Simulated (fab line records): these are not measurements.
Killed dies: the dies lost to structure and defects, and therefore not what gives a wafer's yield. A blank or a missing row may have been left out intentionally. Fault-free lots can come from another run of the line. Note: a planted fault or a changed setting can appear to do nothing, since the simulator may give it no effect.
Chamber matching    flow sky130    cmp-01 running SKY_CONTACT_CMP_04: 4 sister chambers
The step polishes SiO2. 8 wafers are shown with their chamber, then 10 later ones without.

## WAFERS PAIRED WITH THEIR CHAMBERS
wafer   chamber  motorCurrentA (A)  timeToEndpointS (s)
L589.4  0        14.1               76
L596.5  2        13.2               81
L596.6  1        9.1                77
L597.2  1        9.3                77
L597.5  3        11.3               85
L597.6  2        13.6               84
L598.2  3        11.8               85
L598.3  0        13.4               81

## WAFERS WHOSE CHAMBER IS MISSING
wafer   motorCurrentA (A)  timeToEndpointS (s)
L598.4  14.2               86
L599.4  13.1               86
L599.5  14.0               86
L599.6  12.0               89
L600.1  13.4               80
L600.3  11.6               89
L600.5  13.3               86
L601.1  14.0               88
L601.2  9.8                80
L601.5  9.2                86

## CHAMBER TAKEN BY EACH
wafer   from the rows above      in truth
L598.4  can't be placed: 2 or 0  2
L599.4  2                        2
L599.5  can't be placed: 2 or 0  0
L599.6  3                        3
L600.1  can't be placed: 2 or 0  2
L600.3  3                        3
L600.5  2                        2
L601.1  can't be placed: 2 or 0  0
L601.2  1                        1
L601.5  1                        1
Correct placement for 6 of the 10. Cannot be placed on the basis of these rows: 4; the candidates contain the true chamber in 4. Number placed wrongly: 0.
How it was worked out, from the rows above alone: a wafer's distance from a chamber is the root of the sum, over the readings, of the square of ((its reading less the chamber's mean) divided by the reading's scatter). The wafer belongs to the nearest chamber; if the next one is less than 2 further off, it can't be placed. For every chamber, the mean is computed from those of its wafers that are shown. How the scatter is found: for the shown wafers, subtract from each reading the mean of its chamber, square and add these, divide the total by (wafers less chambers), then take the root.
